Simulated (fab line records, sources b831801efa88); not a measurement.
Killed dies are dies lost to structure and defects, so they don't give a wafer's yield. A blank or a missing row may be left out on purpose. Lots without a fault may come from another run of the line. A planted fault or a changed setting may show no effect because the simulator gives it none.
A struck lot beside a sound one | flow sky130 | 21 steps out of a route of 708
Sound: wafers L597.1, L597.2, L597.6. Struck: wafer L589.5. (L589.1, L589.4 of the same lot were not struck and are left out.) The cause comes at the end.
At each step with rows: each side's tool, then ch and its chambers, then its first start. Under that, the readings that differ: sound wafers | struck wafers | difference of the means | sigmas: that difference in standard deviations of wafers without a fault.
alike: readings whose means differ by less than 2 such deviations, and words and numbers that are the same on both sides. not compared: withheld readings, readings that some wafer has no value for, bounds like >300 that may hide the same value, and numbers for which the record gives no deviation and whose values overlap.
The two part at a step that has a row with sigmas, a row that says differs or no value, or rows on one side only. Numbers that don't overlap but have no deviation are shown without sigmas and don't part them. A reading that every wafer of one side lacks parts them only if that side has two wafers or more.

SKY_LI_CONTACT_CVD_21: deposits W, target thk 400 nm, time 120.56 s.
  sound on cvd_w-01 ch 0,1, day 36 09:24; struck on cvd_w-02 ch 0, day 34 11:15
  alike: heater_power_outer_w, heater_power_w
SKY_LI_CONTACT_RS_MEAS_22: measures by four-point-probe.
  sound on film_metro-03, day 36 09:31; struck on film_metro-03, day 34 11:22
  alike: LI_CONTACT_W_RS
SKY_LI_CONTACT_THK_MEAS_23: measures by xrf.
  sound on film_metro-03, day 36 09:38; struck on film_metro-03, day 34 11:29
  alike: LI_CONTACT_W_THK
SKY_LI_CONTACT_CMP_24: polishes, stops on PSG, t overpolish 20 s, target thk 0 nm.
  sound on cmp-01 ch 1,2,3, day 36 09:49; struck on cmp-01 ch 1, day 34 11:33
  alike: head_pressure_psi, motor_current_A, overpolish_run_s, time_to_endpoint_s
SKY_LOCAL_INTERCONNECT_SPUTTER_00: material TiN, target thk 100 nm, time 83.3 s.
  sound on pvd_sputter-04, day 36 10:01; struck on pvd_sputter-04, day 34 11:51
  alike: substrate_temp_c, throttle_valve_pct
SKY_LOCAL_INTERCONNECT_RS_MEAS_01: measures by four-point-probe.
  sound on film_metro-02, day 36 10:05; struck on film_metro-03, day 34 11:55
  alike: LOCAL_INTERCONNECT_TIN_RS
SKY_LOCAL_INTERCONNECT_THK_MEAS_02: measures by xrf.
  sound on film_metro-02, day 36 10:12; struck on film_metro-03, day 34 12:02
  alike: LOCAL_INTERCONNECT_TIN_THK
then, 5 steps without rows for these wafers: SKY_LOCAL_INTERCONNECT_DEHYDRATE_03 (time 60 s); SKY_LOCAL_INTERCONNECT_HMDS_04 (prime time 60 s); SKY_LOCAL_INTERCONNECT_COAT_05 (resist thk 60 nm); SKY_LOCAL_INTERCONNECT_COAT_06 (resist thk 450 nm); SKY_LOCAL_INTERCONNECT_SOFTBAKE_07 (time 90 s).
SKY_LOCAL_INTERCONNECT_EXPOSE_08: exposes mask LI1M, target cd 170 nm.
  sound on krf_scanner-01 ch 0, day 36 21:39; struck on krf_scanner-02 ch 0, day 35 01:04
  alike: mask
then, 2 steps without rows for these wafers: SKY_LOCAL_INTERCONNECT_PEB_09; SKY_LOCAL_INTERCONNECT_DEVELOP_10 (develop time 60 s).
SKY_LOCAL_INTERCONNECT_CD_MEAS_11: target cd 170 nm.
  sound on cd_sem-02, day 37 11:46; struck on cd_sem-02, day 35 13:52
  reading    | sound             | struck | difference | sigmas
  cd_nm (nm) | 168.3 170.3 170.4 | 115.3  | -54.4      | -36
SKY_LOCAL_INTERCONNECT_OVL_MEAS_12:
  sound on overlay-02, day 37 11:53; struck on overlay-02, day 35 13:59
  reading                     | sound  | struck | difference | sigmas
  LOCAL_INTERCONNECT_OVL (nm) | 6 -1 4 | -11    | -14        | -2
SKY_LOCAL_INTERCONNECT_ETCH_13: etches BARC in N2/H2, stops on SiO2, time 45.9 s, target depth 60 nm.
  sound on rie_metal-02 ch 0,1, day 37 11:55; struck on rie_metal-01 ch 0, day 35 14:02
  reading                             | sound             | struck | difference | sigmas
  model.LOCAL_INTERCONNECT.cd_nm (nm) | 168.5 170.3 169.4 | 115.2  | -54.2      |
  alike: drypump_motor_current_A, oes_product_au, throttle_valve_pct
  not compared: rf_hours_counter_h
SKY_LOCAL_INTERCONNECT_METAL_ETCH_14: etches TiN in Cl2/BCl3, stops on PSG, target depth 110 nm, time 31.4 s.
  sound on rie_metal-02 ch 0,1, day 37 11:59; struck on rie_metal-01 ch 0, day 35 14:05
  reading                             | sound             | struck | difference | sigmas
  model.LOCAL_INTERCONNECT.cd_nm (nm) | 168.9 169.8 169.6 | 114.8  | -54.6      |
  alike: drypump_motor_current_A, oes_product_au, throttle_valve_pct
  not compared: rf_hours_counter_h
SKY_LOCAL_INTERCONNECT_STRIP_15: strips in O2/N2.
  sound on plasma_asher-03 ch 0,1, day 37 12:02; struck on plasma_asher-03 ch 1, day 35 14:08
  alike: drypump_motor_current_A, o2_flow_sccm, oes_product_au, strip_time_to_endpoint_s
  not compared: rf_hours_counter_h
-- the record jumps here: 14 days lie between the struck wafers' starts before and after (it left off in module LOCAL_INTERCONNECT and takes up again in module PAD_OPEN, whose first step shown is number 708 of the route) --
SKY_PAD_OPEN_PROBE_99:
  the record has rows for the struck wafers here (prober-02, day 49 12:58) and none for the sound ones

WHERE THEY PART
First at SKY_LOCAL_INTERCONNECT_CD_MEAS_11; last, within this record, at SKY_PAD_OPEN_PROBE_99.

WHY: what the simulator had put in
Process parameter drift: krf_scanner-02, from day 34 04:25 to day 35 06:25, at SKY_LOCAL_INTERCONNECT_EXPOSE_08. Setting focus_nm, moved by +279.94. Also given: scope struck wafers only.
